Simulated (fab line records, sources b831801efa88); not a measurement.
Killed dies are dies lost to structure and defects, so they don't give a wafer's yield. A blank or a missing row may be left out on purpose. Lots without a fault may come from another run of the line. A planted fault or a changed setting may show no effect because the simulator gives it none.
Chamber matching | flow sky130 | SKY_FIELD_ISO_ETCH_17 on rie_si-01: 4 sister chambers
The step etches Si in HBr/Cl2/O2, target depth 342 nm, time 97.7 s. 14 wafers are shown with their chamber, then 7 later ones without.

WAFERS WITH THEIR CHAMBER
wafer  | chamber | drypump_motor_current_A (A) | throttle_valve_pct (%) | oes_product_au (a.u.)
L179.1 | 1       | 4.9                         | 25.661                 | 0.995
L179.3 | 2       | 6.0                         | 25.645                 | 1.032
L179.6 | 0       | 5.8                         | 25.645                 | 1.001
L186.1 | 3       | 5.8                         | 25.658                 | 0.995
L186.2 | 0       | 5.8                         | 25.666                 | 0.989
L186.6 | 1       | 4.9                         | 25.666                 | 0.983
L189.4 | 2       | 6.0                         | 25.649                 | 1.005
L189.5 | 3       | 5.8                         | 25.658                 | 0.992
L189.6 | 2       | 6.0                         | 25.641                 | 0.998
L191.3 | 0       | 5.8                         | 25.650                 | 0.998
L191.4 | 1       | 5.0                         | 25.673                 | 0.996
L191.6 | 0       | 5.8                         | 25.653                 | 0.994
L193.1 | 3       | 5.7                         | 25.649                 | 1.003
L193.3 | 1       | 4.9                         | 25.658                 | 0.988

SIGNATURES (means of the wafers above)
reading                 | chamber 0 | chamber 1 | chamber 2 | chamber 3 | scatter within a chamber
drypump_motor_current_A | 5.800     | 4.925     | 6.000     | 5.767     | 0.0376
throttle_valve_pct      | 25.65350  | 25.66450  | 25.64500  | 25.65500  | 0.00675
oes_product_au          | 0.99550   | 0.99050   | 1.01167   | 0.99667   | 0.0095
Rule: a wafer's distance from a chamber is the root of the sum, over the readings, of the square of ((its reading less the chamber's mean) divided by the reading's scatter). The wafer belongs to the nearest chamber; if the next one is less than 2 further off, it can't be placed. The scatter: the root of (the sum of the squares of (reading less its chamber's mean) over the shown wafers, divided by (wafers less chambers)).

WAFERS WITHOUT THEIR CHAMBER
wafer  | drypump_motor_current_A (A) | throttle_valve_pct (%) | oes_product_au (a.u.)
L193.4 | 6.0                         | 25.644                 | 1.014
L200.2 | 6.0                         | 25.658                 | 0.997
L200.4 | 5.8                         | 25.648                 | 0.998
L200.5 | 4.9                         | 25.664                 | 0.978
L201.1 | 5.8                         | 25.656                 | 0.998
L201.5 | 5.8                         | 25.662                 | 0.991
L201.6 | 6.0                         | 25.642                 | 0.990

WHICH CHAMBER EACH WENT THROUGH
wafer  | from the rows above     | in truth
L193.4 | 2                       | 2
L200.2 | 2                       | 2
L200.4 | can't be placed: 0 or 3 | 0
L200.5 | 1                       | 1
L201.1 | can't be placed: 0 or 3 | 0
L201.5 | can't be placed: 0 or 3 | 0
L201.6 | 2                       | 2
Placed correctly: 4 of 7. Can't be placed from these rows: 3 (the true chamber is among the candidates in 3). Placed wrongly: 0.
